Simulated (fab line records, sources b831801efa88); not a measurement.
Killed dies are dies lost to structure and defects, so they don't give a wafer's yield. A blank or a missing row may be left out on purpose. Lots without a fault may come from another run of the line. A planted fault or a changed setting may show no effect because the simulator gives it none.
Problem report in the 8D (eight disciplines) form, filled by code | flow sfq_line | the parts of the form that need people (team, actions taken, sign-off) are left out

1. THE PROBLEM
M1_NB_RS at SFQ_M1_RS_MEAS_909 reads a mean of 0.940 ohm/sq on 1 wafer of 1 lot; wafers without a fault read 0.891 ohm/sq with a standard deviation of 0.0098. That is +5.0 standard deviations from the usual mean.
The step: measures by four-point-probe.
First seen on wafer L944.3, day 15 07:52, on film_metro-02. The record holds 39 wafers of 13 lots with a number at this step. Rule for "out", or "out of limits": more than 4 standard deviations from the usual mean. The other wafers with a number count as sound.

2. WHAT IT IS AND WHAT IT IS NOT
question                    | is                | is not
which readings at this step | M1_NB_RS          | -
which lots                  | L944              | L927, L929, L931, L932, L933, L934, L936, L937, L947, L948, L949, L950
which wafers of those lots  | L944.3            | L944.1, L944.6
read on which gauges        | film_metro-02     | film_metro-01, film_metro-03
when                        | from day 15 07:52 | up to then (26 sound wafers); but 12 sound wafers of L947, L948, L949, L950 came after

3. SUSPECTS, AND WHAT RULES EACH OUT
Counting: a tool at a process step up to the reading stays a suspect if it ran every lot that is out. Sound lots after the first of them don't rule it out here, since some wafers of a struck lot are sound.
- the gauge at SFQ_M1_RS_MEAS_909: ruled out. All the wafers that are out were read on film_metro-02, but those of them that SFQ_TRILAYER_M1_ETCH_METAL_ETCH_042 has rows for are out there too, on other tools.
- rie_metal-01 at SFQ_TRILAYER_L0_VIA_STRIP_STRIP_017 (strips in O2): kept. It ran the lot that is out, L944 (day 7 02:59); its last sound lot up to then is L937 (day 5 19:56).
- pvd_sputter-06 at SFQ_TRILAYER_M1_DEP_SPUTTER_037 (material Nb, target thk 200 nm, time 133.3 s): kept. It ran the lot that is out, L944 (day 15 07:47); its last sound lot up to then is L937 (day 13 09:25).
Left after counting: rie_metal-01 at SFQ_TRILAYER_L0_VIA_STRIP_STRIP_017, pvd_sputter-06 at SFQ_TRILAYER_M1_DEP_SPUTTER_037.

4. THE CAUSE (what the simulator had put in)
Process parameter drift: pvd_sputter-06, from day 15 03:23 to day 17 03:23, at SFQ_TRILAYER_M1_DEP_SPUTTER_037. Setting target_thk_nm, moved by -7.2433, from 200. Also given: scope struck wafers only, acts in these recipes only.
Counting left 2 suspects, and this tool is among them.

5. THE CHAIN OF EFFECTS, in route order
Each row: a reading whose mean over the struck wafers that have a number lies more than 3 standard deviations from the usual. Only readings for which the record gives a usual standard deviation are gone through. hours: the time from each lot's start at the first step in this table that gives one to its start at this step, as a median over the lots. sigmas: the change in usual standard deviations.
hours | step                                | reading        | usual        | on struck wafers | change | sigmas
0     | SFQ_M1_RS_MEAS_909                  | M1_NB_RS       | 0.891 ohm/sq | 0.940            | +0.049 | +5.0
126   | SFQ_TRILAYER_M1_ETCH_METAL_ETCH_042 | oes_product_au | 0.894 a.u.   | 0.865            | -0.029 | -4.3
The process steps in it:
- SFQ_TRILAYER_M1_ETCH_METAL_ETCH_042: etches Nb in Cl2/Ar, stops on SiO2, target depth 240 nm, time 120 s.

6. WHAT WOULD HAVE CAUGHT IT SOONER
In this record the first reading out of limits at a measuring or inspecting step was taken at day 15 07:52, 4 hours after the fault began at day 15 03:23.
Of the tool readings at SFQ_TRILAYER_M1_DEP_SPUTTER_037 for which the record gives a usual standard deviation, none was out on any struck wafer, so an alarm limit of 4 standard deviations on them would not have fired.
All the lots that are out (1) had begun SFQ_TRILAYER_M1_DEP_SPUTTER_037 on pvd_sputter-06 by day 15 07:52. A hold on the tool at that time would have spared none of them.
